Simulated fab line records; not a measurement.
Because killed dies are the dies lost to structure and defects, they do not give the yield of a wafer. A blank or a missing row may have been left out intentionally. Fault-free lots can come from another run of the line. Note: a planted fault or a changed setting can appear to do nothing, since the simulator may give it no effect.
Which of the tools did it? ; flow gf180mcu ; 13 lots with 38 wafers sampled at 5 steps, on a route of 602 steps

== WHAT EACH GAUGE READ, for each wafer ==
GF_LVPWELL_TW_MEAS_11. Usual: LVPWELL_TW gives 558 (standard deviation 7.5).
lot;measured;on;LVPWELL_TW;flag
L227;day 4 08:59;film_metro-03;567 568 571;
L228;day 4 19:44;film_metro-04;566 562 562;
L229;day 4 19:52;film_metro-01;556 556 556;
L231;day 5 11:38;film_metro-03;566 568 569;
L232;day 5 14:20;film_metro-01;552 549;
L236;day 6 11:50;film_metro-04;562 560 562;
L242;day 7 14:52;film_metro-01;551 553 549;
L243;day 7 20:13;film_metro-03;571 572 567;
L244;day 8 02:36;film_metro-01;552 552 550;
L246;day 8 15:04;film_metro-04;556 555 556;
L247;day 8 20:47;film_metro-03;567 567 568;
L248;day 9 00:20;film_metro-01;548 546 545;
L249;day 9 08:37;film_metro-01;548 547 545;

GF_VT_IMPLANT_TW_MEAS_10. Usual: VT_IMPLANT_TW gives 564 (standard deviation 8.7).
lot;measured;on;VT_IMPLANT_TW;flag
L227;day 6 03:43;film_metro-02;569 567 571;
L228;day 6 16:01;film_metro-03;573 570 575;
L229;day 6 16:19;film_metro-02;570 568 570;
L231;day 7 10:10;film_metro-01;555 555 554;
L232;day 7 11:40;film_metro-02;566 565;
L236;day 8 13:14;film_metro-01;556 552 558;
L242;day 9 18:34;film_metro-02;569 571 570;
L243;day 10 01:58;film_metro-03;572 571 567;
L244;day 10 07:47;film_metro-03;572 572 572;
L246;day 10 20:04;film_metro-01;555 556 556;
L247;day 11 03:40;film_metro-03;572 572 569;
L248;day 11 06:17;film_metro-03;570 568 572;
L249;day 11 15:34;film_metro-01;551 553 551;

GF_VT_IMPLANT_OVL_MEAS_29. Usual: VT_IMPLANT_02_OVL gives 1.1 nm (standard deviation 1.7).
lot;measured;on;VT_IMPLANT_02_OVL (nm);flag
L227;day 7 10:26;overlay-02;3.6 1.9 3.5;
L228;day 7 22:14;overlay-02;2.8 2.9 3.0;
L229;day 7 23:26;overlay-02;1.8 2.6 2.2;
L231;day 8 19:38;overlay-02;1.5 3.5 3.7;
L232;day 8 21:47;overlay-01;-0.6 -2.1;
L236;day 10 00:44;overlay-01;0.8 3.0 1.8;
L242;day 11 06:26;overlay-02;3.0 1.7 2.2;
L243;day 11 14:11;overlay-02;1.6 2.1 1.6;
L244;day 11 20:41;overlay-01;3.6 4.3 2.1;
L246;day 12 09:08;overlay-01;0.0 -1.0 -0.5;
L247;day 12 17:23;overlay-01;-0.9 -0.6 -0.8;
L248;day 12 19:59;overlay-01;1.0 2.3 2.2;
L249;day 13 05:46;overlay-01;3.0 3.2 4.0;

== EACH LOT AND THE TOOL THAT RAN IT (in order: tool; ch and the chambers of the sampled wafers; start) ==
lot;GF_STI_ETCH_13;GF_STI_STRIP_15
L227;rie_diel-02 ch 0,2,3, day 2 07:45;plasma_asher-02 ch 0,1, day 2 07:56
L228;rie_diel-03 ch 0,1,2, day 2 13:15;plasma_asher-01 ch 0,1, day 2 13:24
L229;rie_diel-02 ch 1,2, day 2 17:27;plasma_asher-03 ch 0,1, day 2 17:36
L231;rie_diel-02 ch 0,1,3, day 3 06:27;plasma_asher-01 ch 0,1, day 3 06:36
L232;rie_diel-02 ch 1,3, day 3 13:42;plasma_asher-01 ch 1, day 3 13:51
L236;rie_diel-02 ch 0,2,3, day 4 05:52;plasma_asher-02 ch 0,1, day 4 06:03
L242;rie_diel-04 ch 1,3, day 5 11:40;plasma_asher-03 ch 0, day 5 11:49
L243;rie_diel-04 ch 1,2, day 5 16:33;plasma_asher-01 ch 0, day 5 16:42
L244;rie_diel-03 ch 2,3, day 5 21:37;plasma_asher-03 ch 0,1, day 5 21:48
L246;rie_diel-03 ch 0,1,3, day 6 08:30;plasma_asher-03 ch 0,1, day 6 08:39
L247;rie_diel-04 ch 0,2, day 6 14:07;plasma_asher-01 ch 0,1, day 6 14:16
L248;rie_diel-03 ch 0,1,3, day 6 18:28;plasma_asher-03 ch 0,1, day 6 18:37
L249;rie_diel-04 ch 0,1,3, day 7 00:30;plasma_asher-03 ch 0,1, day 7 00:39
- GF_STI_ETCH_13: etches the open film in CHF3/O2, stops on Si, target depth 282.31 nm, time 112.9 s.
- GF_STI_STRIP_15: strips in O2/N2.

== AS READ BY THE TOOLS THEMSELVES (means over the sampled wafers that have a number; for cases with no such wafer, the mark the record gives instead) ==
GF_STI_ETCH_13. Usual: drypump_motor_current_A 5.5 A, standard deviation 0.44; oes_product_au 0.833 a.u., standard deviation 0.0059; throttle_valve_pct 8.809 %, standard deviation 0.0097.
lot;tool;drypump_motor_current_A (A);oes_product_au (a.u.);throttle_valve_pct (%);flag
L227;rie_diel-02;5.5;0.836;8.800;
L228;rie_diel-03;5.5;0.829;8.804;
L229;rie_diel-02;5.7;0.831;8.808;
L231;rie_diel-02;5.6;0.840;8.812;
L232;rie_diel-02;5.4;0.839;8.812;
L236;rie_diel-02;5.4;0.838;8.816;
L242;rie_diel-04;5.6;0.835;8.809;
L243;rie_diel-04;5.9;0.827;8.811;
L244;rie_diel-03;5.5;0.839;8.807;
L246;rie_diel-03;5.7;0.831;8.810;
L247;rie_diel-04;5.6;0.831;8.807;
L248;rie_diel-03;5.6;0.831;8.806;
L249;rie_diel-04;5.4;0.826;8.811;

GF_STI_STRIP_15. Usual: drypump_motor_current_A 6.3 A, standard deviation 0.36; heater_power_w 335 W, standard deviation 21; oes_product_au 0.383 a.u., standard deviation 0.0055; strip_time_to_endpoint_s 3.71 s, standard deviation 0.077.
lot;tool;drypump_motor_current_A (A);heater_power_w (W);oes_product_au (a.u.);strip_time_to_endpoint_s (s);flag
L227;plasma_asher-02;5.7;351;0.384;3.74;
L228;plasma_asher-01;6.3;328;0.391;3.74;
L229;plasma_asher-03;6.7;324;0.381;3.72;
L231;plasma_asher-01;6.3;336;0.360;3.23;OFF
L232;plasma_asher-01;6.2;325;0.355;3.04;OFF
L236;plasma_asher-02;5.7;331;0.352;2.89;OFF
L242;plasma_asher-03;6.7;313;0.381;3.74;
L243;plasma_asher-01;6.3;342;0.380;3.72;
L244;plasma_asher-03;6.6;336;0.383;3.66;
L246;plasma_asher-03;6.6;331;0.389;3.76;
L247;plasma_asher-01;6.3;341;0.381;3.68;
L248;plasma_asher-03;6.6;333;0.389;3.74;
L249;plasma_asher-03;6.6;337;0.388;3.81;

== THE ANSWER, worked out from the rows above alone ==
Rule: take the mean of a lot's wafers that have a number; if it is more than 3 standard deviations from the usual mean, the lot is off. A lot without any number at a reading at which 4 lots or more have one is off too. The other lots that the step has rows for count as sound. First the gauges in route order, then the tools' own readings, where a lot's mean is used as printed above. The first step at which some lot is off is used, and at that step the reading that is off furthest; a lot without a number counts as furthest.
Off: L231, L232, L236 (GF_STI_STRIP_15, strip_time_to_endpoint_s).
A tool fits if, at that step or a process step before it, it ran every lot that is off, and no sound lot after the first of them. One fits: GF_STI_ETCH_13 on rie_diel-02. A fault onset in the window from L229 (day 2 17:27, its last sound lot) to L231 (day 3 06:27, its first lot off) fits.

== WHAT HAD BEEN PUT IN BY THE SIMULATOR ==
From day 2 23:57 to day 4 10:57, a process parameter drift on rie_diel-02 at GF_STI_ETCH_13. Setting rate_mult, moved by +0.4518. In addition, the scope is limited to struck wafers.
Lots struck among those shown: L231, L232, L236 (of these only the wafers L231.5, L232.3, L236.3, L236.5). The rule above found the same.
